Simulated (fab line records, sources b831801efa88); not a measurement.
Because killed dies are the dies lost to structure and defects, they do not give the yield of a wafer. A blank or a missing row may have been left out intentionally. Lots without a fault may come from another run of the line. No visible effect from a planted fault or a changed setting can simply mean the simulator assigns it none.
A struck lot beside a sound one ; flow sky130 ; 43 steps out of a route of 708
Sound: these wafers, L181.1, L181.5, L181.6. Struck: wafer L199.3 (L199.4, L199.5, from the same lot, were not struck and are left out); the cause is given at the end.
Per side, at each step with rows, come the tool, then ch with its chambers, and then its first start. Under that, the readings that differ: sound wafers ; struck wafers ; difference of the means ; sigmas: that difference in standard deviations of wafers without a fault.
alike: readings with means less than 2 such deviations apart, plus words and numbers identical on both sides. not compared: withheld readings, readings lacking a value on some wafer, bounds such as >300 that could conceal the same value, and numbers that have no deviation in the record and whose values overlap.
Wherever a step has rows on one side only, a row that says differs or no value, or a row with sigmas, the two part there. Non-overlapping numbers with no deviation appear without sigmas and do not part them. A reading that every wafer of one side lacks parts them only if that side has two wafers or more.

first, 8 steps without rows for these wafers: SKY_CONTACT_DEHYDRATE_06 (time 60 s); SKY_CONTACT_HMDS_07 (prime time 60 s); SKY_CONTACT_COAT_08 (resist thk 60 nm); SKY_CONTACT_COAT_09 (resist thk 450 nm); SKY_CONTACT_SOFTBAKE_10 (time 90 s); SKY_CONTACT_EXPOSE_11 (exposes mask CTM1, target cd 170 nm); SKY_CONTACT_PEB_12; SKY_CONTACT_DEVELOP_13 (develop time 60 s).
SKY_CONTACT_CD_MEAS_14: target cd 170 nm.
  sound on cd-sem-02 at day 32 06:36; struck on cd-sem-01 at day 38 05:33
  alike: cd-nm
SKY_CONTACT_OVL_MEAS_15:
  sound on overlay-02 at day 32 06:43; struck on overlay-02 at day 38 05:39
  alike: CONTACT_OVL
then, 2 steps without rows for these wafers: SKY_CONTACT_ETCH_16 (etches BARC in N2/H2, stops on SiO2, time 45.9 s, target depth 60 nm); SKY_CONTACT_ETCH_17 (etches SiO2 in C4F8/O2/Ar, stops on Si3N4, target depth 340 nm).
SKY_CONTACT_ETCH_18: etches Si3N4 in CHF3/O2, stops on TiN, time 39 s, target depth 75 nm.
  sound on rie-diel-04 ch 1,2,3, day 32 06:00; struck on rie-diel-02 ch 0, day 38 05:00
  alike: drypump-motor-current-A, oes-product-au, throttle-valve-pct
  not compared: rf-hours-counter-h
then, 4 steps without rows for these wafers: SKY_CONTACT_STRIP_19 (strips in O2/N2); SKY_CONTACT_STRIP_20 (strips in post etch residue remover, time 1200 s); SKY_CONTACT_CLEAN_21 (cleans in IPA, time 180 s); SKY_CONTACT_CLEAN_22 (cleans in O3/DIW).
SKY_CONTACT_SPUTTER_23: material TiN, target thk 20 nm, time 80 s.
  sound on pvd-sputter-01 at day 32 07:31; struck on pvd-sputter-03 at day 38 06:26
  alike: throttle-valve-pct
then, 1 step without rows for these wafers: SKY_CONTACT_CVD_24 (deposits W, target thk 340 nm, time 102.12 s).
SKY_CONTACT_RS_MEAS_25: the measuring method here is four-point-probe.
  sound on film-metro-03 at day 32 07:41; struck on film-metro-03 at day 38 06:38
  alike: CONTACT_W_RS
SKY_CONTACT_THK_MEAS_26: measures by xrf.
  sound on film-metro-03 at day 32 07:49; struck on film-metro-03 at day 38 06:44
  alike: CONTACT_W_THK
then, 2 steps without rows for these wafers: SKY_CONTACT_CMP_27 (polishes, stops on SiO2, t overpolish 15 s, target thk 0 nm); SKY_METAL1_SPUTTER_00 (material Ti, target thk 15 nm, time 10 s).
SKY_METAL1_SPUTTER_01: material TiN, target thk 20 nm, time 16.7 s.
  sound on pvd-sputter-02 at day 32 08:11; struck on pvd-sputter-01 at day 38 07:08
  alike: throttle-valve-pct
then, 1 step without rows for these wafers: SKY_METAL1_SPUTTER_02 (material AlCu, target thk 250 nm, time 13.3 s).
SKY_METAL1_SPUTTER_03: material Ti, target thk 5 nm, time 3.3 s.
  sound on pvd-sputter-02 at day 32 08:14; struck on pvd-sputter-01 at day 38 07:11
  alike: throttle-valve-pct
SKY_METAL1_SPUTTER_04: material TiN, target thk 70 nm, time 58.3 s.
  sound on pvd-sputter-02 at day 32 08:16; struck on pvd-sputter-01 at day 38 07:12
  alike: throttle-valve-pct
SKY_METAL1_RS_MEAS_05: the measuring method here is four-point-probe.
  sound on film-metro-02 at day 32 08:19; struck on film-metro-01 at day 38 07:17
  alike: METAL1_ALCU_RS
SKY_METAL1_THK_MEAS_06: measures by xrf.
  sound on film-metro-02 at day 32 08:26; struck on film-metro-01 at day 38 07:23
  alike: METAL1_ALCU_THK
then, 8 steps without rows for these wafers: SKY_METAL1_DEHYDRATE_07 (time 60 s); SKY_METAL1_HMDS_08 (prime time 60 s); SKY_METAL1_COAT_09 (resist thk 60 nm); SKY_METAL1_COAT_10 (resist thk 450 nm); SKY_METAL1_SOFTBAKE_11 (time 90 s); SKY_METAL1_EXPOSE_12 (exposes mask MM1, target cd 140 nm); SKY_METAL1_PEB_13; SKY_METAL1_DEVELOP_14 (develop time 60 s).
SKY_METAL1_CD_MEAS_15: target cd 140 nm.
  sound on cd-sem-02 at day 33 12:48; struck on cd-sem-02 at day 39 08:56
  alike: cd-nm
SKY_METAL1_OVL_MEAS_16:
  sound on overlay-01 at day 33 12:55; struck on overlay-01 at day 39 09:02
reading;sound;struck;difference;sigmas
METAL1_OVL (nm);1 -12 2;10;+13;+2
then, 2 steps without rows for these wafers: SKY_METAL1_DESCUM_17 (chemistry O2, time 8 s); SKY_METAL1_ETCH_18 (etches BARC in N2/H2, stops on SiO2, time 45.9 s, target depth 60 nm).
SKY_METAL1_METAL_ETCH_19: etches the open film in Cl2/BCl3, stops on SiO2, target depth 360 nm, time 78 s.
  sound on rie-metal-02 ch 0,1, day 33 13:03; struck on rie-metal-03 ch 0, day 39 09:11
reading;sound;struck;difference;sigmas
drypump-motor-current-A (A);6.60 5.79 6.61;5.60;-0.73;-3
  alike: oes-product-au, throttle-valve-pct
  not compared: rf-hours-counter-h
-- the record jumps here: 11 days lie between the struck wafers' starts before and after (it left off in module METAL1 and takes up again in module PAD_OPEN, whose first step shown is number 708 of the route) --
SKY_PAD_OPEN_PROBE_99:
  record: rows for the struck wafers here (prober-02, day 50 16:43), none for the sound ones

WHERE THEY PART
First at SKY_METAL1_OVL_MEAS_16; last, within this record, at SKY_PAD_OPEN_PROBE_99.

WHY: the cause the simulator had injected
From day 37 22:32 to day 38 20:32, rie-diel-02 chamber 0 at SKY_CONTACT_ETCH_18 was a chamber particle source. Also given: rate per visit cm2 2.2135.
